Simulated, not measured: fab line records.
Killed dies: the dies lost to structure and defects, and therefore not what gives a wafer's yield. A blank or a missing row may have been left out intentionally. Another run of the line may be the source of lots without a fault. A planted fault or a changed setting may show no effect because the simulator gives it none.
Struck lot and sound lot, side by side :: flow sky130 :: 18 steps out of a route of 708
Sound: wafers L635.2, L635.4, L635.5. Wafers struck: L633.1, L633.3, L633.5. The cause is named last.
For every step that has rows: the tool of each side, followed by ch and its chambers, followed by its first start. Under that, the readings that differ: sound wafers :: struck wafers :: difference of the means :: sigmas: that difference in standard deviations of wafers without a fault.
alike: a reading whose means differ by less than 2 such deviations, as well as words and numbers matching on both sides. not compared: withheld readings; readings where some wafer has no value; bounds like >300 that might hide an equal value; numbers whose values overlap and for which the record gives no deviation.
The two part at a step that has a row with sigmas, a row that says differs or no value, or rows on one side only. Numbers that don't overlap but have no deviation are shown without sigmas and don't part them. A reading missing from all wafers of one side parts the sides only when that side holds two or more wafers.

first, 1 step without rows for these wafers: SKY_NWELL_IMPLANT_24.
SKY_NWELL_STRIP_25: strips in O2/N2.
  sound on plasmaAsher-04 ch 0,1, day 9 16:03; struck on plasmaAsher-04 ch 0,1, day 9 01:20
  alike: drypumpMotorCurrentA, oesProductAu, stripTimeToEndpointS
  not compared: rfHoursCounterH
SKY_NWELL_TW_MEAS_26:
  sound on filmMetro-03, day 9 16:10; struck on filmMetro-01, day 9 01:26
  alike: NWELL_2_TW
then, 1 step without rows for these wafers: SKY_NWELL_CLEAN_27 (cleans in SC1/SC2, time 150 s).
SKY_NWELL_RTA_28: time 30 s.
  sound on rtpAnneal-01 ch 0, day 9 16:16; struck on rtpAnneal-01 ch 0, day 9 01:32
  alike: lampPowerPct, wafer_temp_C_max
SKY_NWELL_RS_MEAS_29: a four-point-probe measurement.
  sound on filmMetro-01, day 9 16:23; struck on filmMetro-04, day 9 01:38
  alike: NWELL_RS
SKY_NWELL_RS_MEAS_31: a four-point-probe measurement.
  sound on filmMetro-01, day 9 16:37; struck on filmMetro-04, day 9 01:53
  alike: PWDE_RS
then, 4 steps without rows for these wafers: SKY_VT_ADJUST_HVTP_DEHYDRATE_00 (time 60 s); SKY_VT_ADJUST_HVTP_HMDS_01 (prime time 60 s); SKY_VT_ADJUST_HVTP_COAT_02 (resist thk 1140 nm); SKY_VT_ADJUST_HVTP_SOFTBAKE_03 (time 60 s).
SKY_VT_ADJUST_HVTP_EXPOSE_04: exposes mask HVTPM, target cd 380 nm.
  sound on ilineStepper-01 ch 0, day 10 04:02; struck on ilineStepper-02 ch 0, day 9 12:18
reading: model.VT_ADJUST_HVTP.overlayXNm (nm)
sound: 0.3195 0.3195 0.3195
struck: -84.96 -84.96 -84.96
difference: -85.28
sigmas: 
  alike: mask
then, 2 steps without rows for these wafers: SKY_VT_ADJUST_HVTP_PEB_05; SKY_VT_ADJUST_HVTP_DEVELOP_06 (develop time 60 s).
SKY_VT_ADJUST_HVTP_CD_MEAS_07: target cd 380 nm.
  sound on cdSem-02, day 10 15:03; struck on cdSem-02, day 9 23:08
reading: cdNm (nm)
sound: 372.3 376.1 375.5
struck: 378.8 380.2 380.7
difference: +5.3
sigmas: +2
SKY_VT_ADJUST_HVTP_OVL_MEAS_08:
  sound on overlay-02, day 10 15:09; struck on overlay-02, day 9 23:15
reading: VT_ADJUST_HVTP_OVL (nm)
sound: 1.3 0.9 2.0
struck: -85.1 -84.0 -83.6
difference: -85.6
sigmas: -61
following that, these wafers have no rows for 1 step: SKY_VT_ADJUST_HVTP_IMPLANT_09.
-- a jump in the record: the struck wafers' starts before and after are 39 days apart (it breaks off in module VT_ADJUST_HVTP and resumes in module PAD_OPEN, where the first step shown is number 708 of the route) --
SKY_PAD_OPEN_PROBE_99:
  sound on prober-01, day 49 17:04; struck on prober-01, day 49 05:25
reading: model.etest.sramPfetLatch.driveUaUm
sound: 147 156.6 156.4
struck: 162.9 164 164.8
difference: +10.6
sigmas: 

reading: model.etest.sramPfetLatch.offLog10AUm
sound: -12.54 -12.55 -12.45
struck: -12.04 -11.77 -11.78
difference: +0.65
sigmas: 

reading: model.etest.sramPfetLatch.vtSatV (V)
sound: -0.78 -0.7638 -0.7647
struck: -0.6946 -0.6905 -0.6825
difference: +0.0803
sigmas: 

reading: model.etest.sramPfetLatch.vtV (V)
sound: -0.9134 -0.895 -0.9029
struck: -0.8644 -0.8591 -0.8505
difference: +0.0458
sigmas: 
  alike: killed_at_M0_to_M3, killed_at_M4_up, killedAtContacts, killedAtFrontEnd, killedAtOther, killedDies, killedOnRim, killedOpen, killedShort
  not compared: model.etest.pfet_01v8_hvt.offLog10AUm, model.etest.pfet_01v8_hvt.vtSatV, model.etest.pfet_01v8_hvt.vtV

## WHERE THEY PART
Earliest at SKY_VT_ADJUST_HVTP_CD_MEAS_07; latest, in this record, at SKY_VT_ADJUST_HVTP_OVL_MEAS_08. Later steps at which nothing parts them and some readings are alike: SKY_PAD_OPEN_PROBE_99.

WHY: what had been put in by the simulator
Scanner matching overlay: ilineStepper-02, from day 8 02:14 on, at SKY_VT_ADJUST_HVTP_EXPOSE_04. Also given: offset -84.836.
